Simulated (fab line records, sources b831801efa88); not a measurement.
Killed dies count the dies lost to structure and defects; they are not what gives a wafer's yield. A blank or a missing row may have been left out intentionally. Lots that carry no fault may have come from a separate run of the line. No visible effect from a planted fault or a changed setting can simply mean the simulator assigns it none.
One fault seen from 2 desks / flow gf180mcu / each desk holds nothing but its own numbers, with what lay behind them at the end

## THE TOOL OWNER'S DESK: cmp-01
The tool's own readings at GF_STI_CMP_25 (polishes, stops on Si3N4, t overpolish 33 s, target thk 524.6 nm): means of the sampled wafers that have a number, for each lot that ran on this tool. A lot is out of limits, marked OUT, if its mean lies more than 4 standard deviations from the usual mean; the brackets give that distance.
Columns: A = motor current A at GF_STI_CMP_25, usual 12.1 A; B = overpolish run s at GF_STI_CMP_25, usual 32.999 s; C = time to endpoint s at GF_STI_CMP_25, usual 123 s
lot=L632; first seen here=day 2 09:18; A=12.1; B=33.000; C=123
lot=L638; first seen here=day 3 17:39; A=12.2; B=32.997; C=125
lot=L639; first seen here=day 3 21:36; A=12.8; B=32.996; C=122
lot=L640; first seen here=day 4 03:53; A=11.7; B=33.005; C=127
lot=L641; first seen here=day 4 07:41; A=12.4; B=32.998; C=126
lot=L642; first seen here=day 4 12:17; A=12.4; B=33.001; C=165 (+9.2) OUT
lot=L644; first seen here=day 4 22:56; A=11.4; B=32.992; C=187 (+14) OUT
lot=L646; first seen here=day 5 08:11; A=11.7; B=32.996; C=156 (+7.1) OUT
lot=L647; first seen here=day 5 15:49; A=10.7; B=32.992; C=122
This desk's verdict: out of limits on L642, L644, L646, starting with L642 at day 4 12:17 (time to endpoint s at GF_STI_CMP_25). Within limits: L632, L638, L639, L640, L641, L647.

## METROLOGY DESK
What the gauges read for every lot (on any tool): the sampled wafers with a number, averaged. A lot is out of limits, marked OUT, if its mean lies more than 4 standard deviations from the usual mean; the brackets give that distance.
Columns: A = V3_CVD_00_THK at GF_V3_THK_MEAS_01, usual 600 nm; B = V3_BOW at GF_V3_BOW_MEAS_05, usual 118 um
lot=L631; first seen here=day 21 09:09; A=598; B=106
lot=L632; first seen here=day 21 19:49; A=601; B=127
lot=L634; first seen here=day 22 09:55; A=598; B=124
lot=L636; first seen here=day 23 09:02; A=598; B=118
lot=L639; first seen here=day 24 20:13; A=612; B=113
lot=L638; first seen here=day 24 20:31; A=607; B=122
lot=L640; first seen here=day 25 17:06; A=595; B=112
lot=L641; first seen here=day 25 17:22; A=600; B=122
lot=L642; first seen here=day 25 23:49; A=598; B=113
lot=L644; first seen here=day 26 12:25; A=609; B=118
lot=L646; first seen here=day 26 20:17; A=592; B=112
lot=L647; first seen here=day 27 08:26; A=602; B=110
lot=L651; first seen here=day 28 04:54; A=602; B=121
lot=L652; first seen here=day 28 11:47; A=605; B=124
lot=L653; first seen here=day 28 20:31; A=597; B=122
Result from this desk: across the 15 lots, nothing is out of limits.

## BROUGHT TOGETHER
The tool owner's desk could have raised an alarm at day 4 12:17, on L642, L644, L646.
The metrology desk saw nothing out of limits.
The metrology desk has L642, L644, L646 on record, within its limits.
The lots listed all ran GF_STI_CMP_25 on cmp-01.

## WHAT HAD BEEN PUT IN BY THE SIMULATOR
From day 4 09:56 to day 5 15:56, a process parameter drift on cmp-01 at GF_STI_CMP_25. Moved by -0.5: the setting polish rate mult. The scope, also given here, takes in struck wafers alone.
Shown lots that were struck: L642, L644, L646.
Hours from the fault's start to each desk's first reading out of limits: the tool owner's desk, 2.
